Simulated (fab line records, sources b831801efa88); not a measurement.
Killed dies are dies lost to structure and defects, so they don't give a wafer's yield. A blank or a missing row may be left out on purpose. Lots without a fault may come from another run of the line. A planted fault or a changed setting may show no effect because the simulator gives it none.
Which tool did it? | flow sky130 | 12 lots, 36 wafers sampled, at 5 steps of a route of 708

WHAT THE GAUGES READ, wafer by wafer
SKY_CONTACT_RS_MEAS_25: measures by four-point-probe.
lot  | measured     | on            | CONTACT_W_RS (ohm/sq)
L403 | day 31 17:48 | film_metro-02 | 0.341 0.337 0.340
L404 | day 32 01:22 | film_metro-02 | 0.336 0.332 0.337
L405 | day 32 16:00 | film_metro-02 | 0.340 0.325 0.340
L406 | day 33 00:58 | film_metro-02 | 0.335 0.337 0.337
L407 | day 33 12:31 | film_metro-02 | 0.346 0.344 0.344
L417 | day 37 05:45 | film_metro-04 | 0.340 0.342 0.325
L413 | day 37 07:06 | film_metro-03 | 0.323 0.344 0.338
L414 | day 37 12:08 | film_metro-02 | 0.338 0.338 0.342
L418 | day 37 18:11 | film_metro-02 | 0.327 0.326 0.321
L420 | day 38 00:41 | film_metro-02 | 0.323 0.340 0.338
L421 | day 38 06:12 | film_metro-04 | 0.340 0.338 0.324
L424 | day 38 23:43 | film_metro-02 | 0.321 0.339 0.319

SKY_METAL1_RS_MEAS_05: measures by four-point-probe.
lot  | measured     | on            | METAL1_ALCU_RS (ohm/sq)
L403 | day 31 18:25 | film_metro-02 | 0.1255 0.1265 0.1255
L404 | day 32 01:59 | film_metro-01 | 0.1300 0.1286 0.1293
L405 | day 32 16:37 | film_metro-02 | 0.1279 0.1285 0.1286
L406 | day 33 01:35 | film_metro-04 | 0.1276 0.1285 0.1283
L407 | day 33 13:08 | film_metro-01 | 0.1250 0.1256 0.1268
L417 | day 37 06:22 | film_metro-02 | 0.1260 0.1270 0.1264
L413 | day 37 07:43 | film_metro-01 | 0.1255 0.1274 0.1273 0.1257 0.1271 0.1275
L414 | day 37 12:46 | film_metro-01 | 0.1273 0.1282 0.1276 0.1275 0.1280 0.1276
L418 | day 37 18:49 | film_metro-04 | 0.1271 0.1279 0.1274
L420 | day 38 01:19 | film_metro-02 | 0.1253 0.1236 0.1225
L421 | day 38 06:49 | film_metro-04 | 0.1296 0.1254 0.1270
L424 | day 39 00:28 | film_metro-01 | 0.1272 0.1256 0.1271

SKY_VIA1_THK_MEAS_01.
lot  | measured     | on            | VIA1_HDPCVD_THK (nm)
L403 | day 32 22:23 | film_metro-04 | 1022 1000 1013
L404 | day 33 05:47 | film_metro-03 | 1053 1060 1060
L405 | day 33 20:07 | film_metro-01 | 1038 1038 1036
L406 | day 34 06:10 | film_metro-03 | 1017 1016 1013
L407 | day 34 17:42 | film_metro-03 | 1038 1045 1024
L417 | day 38 09:30 | film_metro-04 | 1028 1017 1032
L413 | day 38 11:20 | film_metro-04 | 1018 1017 1013
L414 | day 38 16:06 | film_metro-01 | 1024 1014 1015
L418 | day 38 21:49 | film_metro-01 | 1022 1027 1041
L420 | day 39 04:32 | film_metro-01 | 1015 1017 1016
L421 | day 39 09:44 | film_metro-04 | 1029 1024 1049
L424 | day 40 02:30 | film_metro-01 | 1029 1028 1011

WHICH TOOL RAN EACH LOT (tool, then ch and the chambers of the sampled wafers, then the start)
lot  | SKY_CONTACT_CVD_24            | SKY_METAL1_SPUTTER_01
L403 | cvd_w-01 ch 0,1, day 31 17:40 | pvd_sputter-01, day 31 18:14
L404 | cvd_w-01 ch 0,1, day 32 01:15 | pvd_sputter-02, day 32 01:52
L405 | cvd_w-02 ch 0,1, day 32 15:52 | pvd_sputter-04, day 32 16:26
L406 | cvd_w-02 ch 0, day 33 00:46   | pvd_sputter-04, day 33 01:26
L407 | cvd_w-01 ch 0,1, day 33 12:24 | pvd_sputter-02, day 33 13:01
L417 | cvd_w-02 ch 0,1, day 37 05:38 | pvd_sputter-01, day 37 06:15
L413 | cvd_w-02 ch 0,1, day 37 06:59 | pvd_sputter-04, day 37 07:36
L414 | cvd_w-01 ch 0,1, day 37 12:02 | pvd_sputter-04, day 37 12:38
L418 | cvd_w-02 ch 1, day 37 18:05   | pvd_sputter-01, day 37 18:42
L420 | cvd_w-02 ch 0,1, day 38 00:35 | pvd_sputter-01, day 38 01:11
L421 | cvd_w-02 ch 0,1, day 38 06:04 | pvd_sputter-02, day 38 06:41
L424 | cvd_w-02 ch 0,1, day 38 23:35 | pvd_sputter-01, day 39 00:17
- SKY_CONTACT_CVD_24: deposits W, target thk 340 nm, time 102.12 s.
- SKY_METAL1_SPUTTER_01: material TiN, target thk 20 nm, time 16.7 s.

WHAT THE TOOLS THEMSELVES READ (means of the sampled wafers that have a number; where no wafer has one, the mark that the record gives instead)
SKY_CONTACT_CVD_24.
lot  | tool     | heater_power_w (W)
L403 | cvd_w-01 | 834
L404 | cvd_w-01 | 859
L405 | cvd_w-02 | 979
L406 | cvd_w-02 | 1020
L407 | cvd_w-01 | 866
L417 | cvd_w-02 | 982
L413 | cvd_w-02 | 982
L414 | cvd_w-01 | 880
L418 | cvd_w-02 | 892
L420 | cvd_w-02 | 983
L421 | cvd_w-02 | 994
L424 | cvd_w-02 | 945

SKY_METAL1_SPUTTER_01.
lot  | tool           | throttle_valve_pct (%)
L403 | pvd_sputter-01 | 29.1
L404 | pvd_sputter-02 | 30.2
L405 | pvd_sputter-04 | 30.3
L406 | pvd_sputter-04 | 29.7
L407 | pvd_sputter-02 | 29.5
L417 | pvd_sputter-01 | 29.2
L413 | pvd_sputter-04 | 30.0
L414 | pvd_sputter-04 | 30.0
L418 | pvd_sputter-01 | 27.6
L420 | pvd_sputter-01 | 29.5
L421 | pvd_sputter-02 | 30.1
L424 | pvd_sputter-01 | 28.6

THE ANSWER, worked out from the rows above alone
Rule: what is usual is taken from the lots themselves. Put in order of their means at a reading, lots are off if they are a third of the lots or fewer, leave a main group of 4 or more, and stand apart from it by a gap of 3 or more times the standard deviation of the main group's means; of several such gaps the widest counts. A main group whose means are all the same, to the digits that the tables above print for the reading, isn't used. A lot without any number at a reading at which 4 lots or more have one is off too. The other lots that the step has rows for count as sound. The gauges are gone through in route order, then the tools' own readings, and for those a lot's mean is taken as printed above. The first step at which some lot is off is used, and at that step the reading that is off furthest; a lot without a number counts as furthest.
No lot is off at any reading shown: from this, nothing can be told.

WHAT THE SIMULATOR HAD PUT IN
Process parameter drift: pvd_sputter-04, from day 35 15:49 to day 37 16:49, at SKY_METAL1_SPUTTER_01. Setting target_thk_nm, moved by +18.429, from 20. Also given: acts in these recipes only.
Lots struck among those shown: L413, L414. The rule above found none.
